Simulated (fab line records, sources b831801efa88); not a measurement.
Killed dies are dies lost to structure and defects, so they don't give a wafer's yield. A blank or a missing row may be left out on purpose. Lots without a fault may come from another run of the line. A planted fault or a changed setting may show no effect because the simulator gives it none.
A struck lot beside a sound one | flow gf180mcu | 14 steps out of a route of 602
Sound: wafers L503.1, L503.2, L503.5. Struck: wafers L496.1, L496.4, L496.6. The cause comes at the end.
At each step with rows: each side's tool, then ch and its chambers, then its first start. Under that, the readings that differ: sound wafers | struck wafers | difference of the means | sigmas: that difference in standard deviations of wafers without a fault.
alike: readings whose means differ by less than 2 such deviations, and words and numbers that are the same on both sides. not compared: withheld readings, readings that some wafer has no value for, bounds like >300 that may hide the same value, and numbers for which the record gives no deviation and whose values overlap.
The two part at a step that has a row with sigmas, a row that says differs or no value, or rows on one side only. Numbers that don't overlap but have no deviation are shown without sigmas and don't part them. A reading that every wafer of one side lacks parts them only if that side has two wafers or more.

GF_HV_LDD_OVL_MEAS_32:
  sound on overlay-02, day 17 16:14; struck on overlay-02, day 15 12:56
  alike: HV_LDD_02_OVL
then, 4 steps without rows for these wafers: GF_HV_LDD_IMPLANT_33; GF_HV_LDD_IMPLANT_34; GF_HV_LDD_IMPLANT_35; GF_HV_LDD_IMPLANT_36.
GF_HV_LDD_STRIP_37: strips in O2/N2.
  sound on plasma_asher-03 ch 0,1, day 17 16:52; struck on plasma_asher-03 ch 0, day 15 13:34
  alike: drypump_motor_current_A, heater_power_w, oes_product_au, platen_temp_c, strip_time_to_endpoint_s
  not compared: rf_hours_counter_h
GF_HV_LDD_TW_MEAS_38:
  sound on film_metro-02, day 17 16:59; struck on film_metro-03, day 15 13:40
  alike: HV_LDD_3_TW
then, 5 steps without rows for these wafers: GF_HV_LDD_DEHYDRATE_39 (time 60 s); GF_HV_LDD_HMDS_40 (prime time 60 s); GF_HV_LDD_COAT_41 (resist thk 1000 nm); GF_HV_LDD_SOFTBAKE_42 (time 60 s); GF_HV_LDD_EXPOSE_43 (exposes mask Pplus HV AREA, target cd 400 nm).
GF_HV_LDD_PEB_44:
  sound on litho_track-02 ch 0, day 18 15:32; struck on litho_track-02, day 16 11:41
  reading         | sound          | struck | difference                    | sigmas
  exhaust_pa (Pa) | 45.1 46.3 45.5 | - - -  | no value on the struck wafers |
  not compared: chill_plate_temp_C
then, 1 step without rows for these wafers: GF_HV_LDD_DEVELOP_45 (develop time 60 s).

WHERE THEY PART
Only at GF_HV_LDD_PEB_44, within this record.

WHY: what the simulator had put in
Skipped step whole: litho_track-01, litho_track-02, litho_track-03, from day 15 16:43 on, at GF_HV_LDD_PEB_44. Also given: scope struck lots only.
